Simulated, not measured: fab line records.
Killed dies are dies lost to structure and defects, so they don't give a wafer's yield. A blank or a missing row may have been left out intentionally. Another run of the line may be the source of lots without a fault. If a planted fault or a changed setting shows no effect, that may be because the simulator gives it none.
Struck lot and sound lot, side by side    flow sky130    15 out of 708 route steps
Sound: wafers L203.2, L203.4, L203.6. Struck: wafers L221.1, L221.2, L221.4. At the end, the cause is stated.
At each step with rows: each side's tool, then ch and its chambers, then its first start. Under that, the readings that differ: sound wafers    struck wafers    difference of the means    sigmas: that difference in standard deviations of wafers without a fault.
alike: a reading whose means differ by less than 2 such deviations, as well as words and numbers matching on both sides. not compared: withheld readings; readings where some wafer has no value; bounds like >300 that might hide an equal value; numbers whose values overlap and for which the record gives no deviation.
The two part at a step that has a row with sigmas, a row that says differs or no value, or rows on one side only. Non-overlapping numbers with no deviation appear without sigmas and do not part them. Lack of a reading on every wafer of one side parts them only where that side has two or more wafers.

first, 8 steps without rows for these wafers: SKY_POLY_GATE_DEHYDRATE_05 (time 60 s); SKY_POLY_GATE_HMDS_06 (prime time 60 s); SKY_POLY_GATE_COAT_07 (resist thk 110 nm); SKY_POLY_GATE_COAT_08 (resist thk 450 nm); SKY_POLY_GATE_SOFTBAKE_09 (time 90 s); SKY_POLY_GATE_EXPOSE_10 (exposes mask P1M, target cd 150 nm); SKY_POLY_GATE_PEB_11; SKY_POLY_GATE_DEVELOP_12 (develop time 60 s).
SKY_POLY_GATE_CD_MEAS_13: the cd target is 150 nm.
  sound on cd_sem-02 at day 17 04:52; struck on cd_sem-01 at day 23 12:46
  alike: cd_nm
SKY_POLY_GATE_OVL_MEAS_14:
  sound on overlay-01 at day 17 04:58; struck on overlay-02 at day 23 12:53
  alike: POLY_GATE_OVL
SKY_POLY_GATE_ETCH_15: etches BARC in N2/H2, stops on SiO2, time 118.5 s, target depth 110 nm.
  sound on rie_diel-04 ch 0,1,2, day 17 05:00; struck on rie_diel-03 ch 0,1,2, day 23 12:55
  alike: bias_w, chamber_pressure_mTorr, drypump_motor_current_A, oes_product_au, throttle_valve_pct
  not compared: rf_hours_counter_h
SKY_POLY_GATE_ETCH_16: etches Si3N4 in CH3F/O2, stops on poly-Si, time 147.5 s, target depth 75 nm.
  sound on rie_diel-04 ch 0,1,2, day 17 05:05; struck on rie_diel-03 ch 0,1,2, day 23 13:00
  alike: O2_flow_sccm, bias_w, drypump_motor_current_A, oes_product_au, throttle_valve_pct
  not compared: rf_hours_counter_h
SKY_POLY_GATE_ETCH_17: etches poly-Si in HBr/Cl2, stops on SiO2, target depth 180 nm, time 70.5 s.
  sound on rie_si-02 ch 0,1,3, day 17 05:11; struck on rie_si-01 ch 0,1,2, day 23 13:06
  no value came back on the struck wafers for any of 5 readings (HBr_flow_sccm (sccm), bias_w (W) and others); on the sound wafers HBr_flow_sccm (sccm) reads 150.3 150.6 149.4
reading                                           sound            struck             difference  sigmas
model.KrF-thick_of_POLY_GATE_COAT_08.thk_nm (nm)  135.3 130.4 137  226.7 226.6 232.6  +94.4       
  not compared: rf_hours_counter_h
SKY_POLY_GATE_STRIP_18: strips in O2/N2.
  sound on plasma_asher-02 ch 0,1, day 17 05:14; struck on plasma_asher-02 ch 0,1, day 23 13:10
reading                       sound              struck             difference  sigmas
oes_product_au (a.u.)         0.359 0.350 0.362  0.403 0.394 0.406  +0.044      +8
strip_time_to_endpoint_s (s)  3.09 3.06 3.13     4.10 4.10 4.19     +1.04       +17
  alike: drypump_motor_current_A
  not compared: rf_hours_counter_h
then, 1 step without rows for these wafers: SKY_POLY_GATE_CLEAN_19 (cleans in SC1/SC2, time 150 s).

WHERE THEY PART
First at SKY_POLY_GATE_ETCH_17; last, within this record, at SKY_POLY_GATE_STRIP_18.

WHY: what the simulator had put in
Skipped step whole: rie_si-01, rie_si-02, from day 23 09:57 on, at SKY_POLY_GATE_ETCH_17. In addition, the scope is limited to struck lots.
